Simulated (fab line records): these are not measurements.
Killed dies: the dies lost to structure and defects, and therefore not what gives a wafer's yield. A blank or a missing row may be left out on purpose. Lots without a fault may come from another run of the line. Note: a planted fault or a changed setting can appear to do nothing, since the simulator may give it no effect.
One fault seen from 2 desks | flow sky130 | what lay behind the numbers comes last; until then each desk has only its own

FOR THE TOOL OWNER'S DESK: cvd_w-02
The tool's own readings at SKY_VIA4_CVD_18 (deposits W, target thk 505 nm, time 152.14 s): means of the sampled wafers that have a number, for each lot that ran on this tool. The brackets show how far a lot's mean lies from the usual mean; more than 4 standard deviations puts the lot out of limits, marked OUT.
Columns: A = heater_power_w at SKY_VIA4_CVD_18, usual 873 W; B = susceptor_temp_C at SKY_VIA4_CVD_18, usual 400.02 C
lot  | first seen here | A   | B
L841 | day 43 06:34    | 779 | 399.81
L843 | day 43 09:25    | 791 | 399.98
L848 | day 44 20:07    | 781 | 399.94
L864 | day 48 13:59    | 800 | 400.11
This desk found nothing out of limits on any of the 4 lots.

FROM THE METROLOGY DESK
Lot by lot, what the gauges showed, no matter which tool ran the lot: averages of those sampled wafers that carry a number. The brackets show how far a lot's mean lies from the usual mean; more than 4 standard deviations puts the lot out of limits, marked OUT.
Columns: A = VIA4_W_RS at SKY_VIA4_RS_MEAS_19, usual 0.2267 ohm/sq; B = VIA4_W_THK at SKY_VIA4_THK_MEAS_20, usual 506 nm
lot  | first seen here | A                | B
L841 | day 43 06:43    | 0.2258           | 507
L843 | day 43 09:35    | 0.2264           | 509
L848 | day 44 20:17    | 0.1950 (-14) OUT | 609 (+14) OUT
L853 | day 46 11:16    | 0.2277           | 499
L857 | day 47 04:25    | 0.2271           | 510
L861 | day 47 17:11    | 0.2274           | 506
L862 | day 48 05:36    | 0.2270           | 503
L863 | day 48 08:28    | 0.2315           | 493
L864 | day 48 14:09    | 0.2260           | 504
This desk's finding: out of limits on L848; first on L848, day 44 20:17 (VIA4_W_RS at SKY_VIA4_RS_MEAS_19). In limits: L841, L843, L853, L857, L861, L862, L863, L864.

PUT TOGETHER
Metrology desk: alarm possible at day 44 20:17 on L848.
The tool owner's desk saw nothing out of limits.
The tool owner's desk has L848 on record, within its limits.
Of the lots named, all ran SKY_VIA4_CVD_18 on cvd_w-02.

WHAT WAS PUT IN BY THE SIMULATOR
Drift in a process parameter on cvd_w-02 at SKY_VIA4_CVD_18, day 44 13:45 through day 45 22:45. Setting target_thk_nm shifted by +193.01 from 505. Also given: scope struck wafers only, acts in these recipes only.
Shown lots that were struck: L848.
Per desk, hours elapsed from the start of the fault to the first reading out of limits: for the metrology desk, 7.
